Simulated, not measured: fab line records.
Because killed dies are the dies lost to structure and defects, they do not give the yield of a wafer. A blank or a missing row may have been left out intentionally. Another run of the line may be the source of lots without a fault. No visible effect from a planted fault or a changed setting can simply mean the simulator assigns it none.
Code-filled problem report in 8D (eight disciplines) form | flow sky130 | the parts of the form that need people (team, actions taken, sign-off) are left out

## 1. THE ISSUE
SONOS_ONO_CVD_02_THK at SKY_SONOS_ONO_THK_MEAS_03 reads a mean of 11.68 nm on 3 wafers of 1 lot; wafers without a fault read 10.52 nm with a standard deviation of 0.12. Measured from the usual mean, that is +9.7 standard deviations.
Earliest sighting: wafer L875.2 on filmMetro-04 at day 17 22:54. The record holds 39 wafers of 13 lots with a number at this step. Rule for "out", or "out of limits": more than 4 standard deviations from the usual mean. All remaining wafers that have a number are taken as sound.

## 2. WHAT IT IS; WHAT IT IS NOT
question                    | is                     | is not
which readings at this step | SONOS_ONO_CVD_02_THK   | -
which lots                  | L875                   | L856, L857, L858, L860, L861, L862, L863, L866, L867, L868, L870, L871
which wafers of those lots  | all that have a number | -
read on which gauges        | filmMetro-04           | filmMetro-01, filmMetro-02
when                        | from day 17 22:54      | up to then (36 sound wafers)

## 3. SUSPECTS, AND WHAT RULES EACH OUT
Counting: a tool at any process step up to the reading remains a suspect when it ran all the lots that are out and ran no sound lot after the first of those.
- the gauge at SKY_SONOS_ONO_THK_MEAS_03: kept. All the wafers that are out were read on filmMetro-04, and no step on other tools shows them out.
- lpcvd-02 at SKY_SONOS_ONO_CVD_02 (deposits Si3N4 from DCS/NH3, target thk 10.5 nm, time 180 s): kept. It ran the lot that is out, L875 (day 17 21:50), and no sound lot after that; its last sound lot up to then is L871 (day 16 11:02).
Remaining after the count are lpcvd-02 at SKY_SONOS_ONO_CVD_02 and filmMetro-04 at SKY_SONOS_ONO_THK_MEAS_03.

## 4. THE CAUSE (what the simulator had put in)
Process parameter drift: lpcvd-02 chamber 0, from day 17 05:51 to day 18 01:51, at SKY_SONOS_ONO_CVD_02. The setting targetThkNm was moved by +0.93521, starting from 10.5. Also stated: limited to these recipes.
Of the 2 suspects that counting leaves, this tool is one.

## 5. THE EFFECT CHAIN, in route order
Each row: a reading whose mean over the struck wafers that have a number lies more than 3 standard deviations from the usual. Readings are gone through only where the record gives a usual standard deviation; hours: the median, over the lots, of the time from a lot's start at the first step in this table giving one to that lot's start at this step; sigmas: the change measured in usual standard deviations.
hours | step                      | reading              | usual    | on struck wafers | change | sigmas
0     | SKY_SONOS_ONO_THK_MEAS_03 | SONOS_ONO_CVD_02_THK | 10.52 nm | 11.68            | +1.16  | +9.7
Later measuring or inspecting steps at which every struck wafer that the step has a row for has a number for every such reading, and none has moved that far: SKY_SONOS_ONO_CD_MEAS_13, SKY_SONOS_ONO_OVL_MEAS_14.

## 6. HOW IT WOULD HAVE BEEN CAUGHT EARLIER
In this record the first reading out of limits at a measuring or inspecting step was taken at day 17 22:54, 17 hours after the fault began at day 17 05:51.
Lots out: 1; all had begun SKY_SONOS_ONO_CVD_02 on lpcvd-02 by day 17 22:54. Had the tool been put on hold then, not one of them would have been saved.
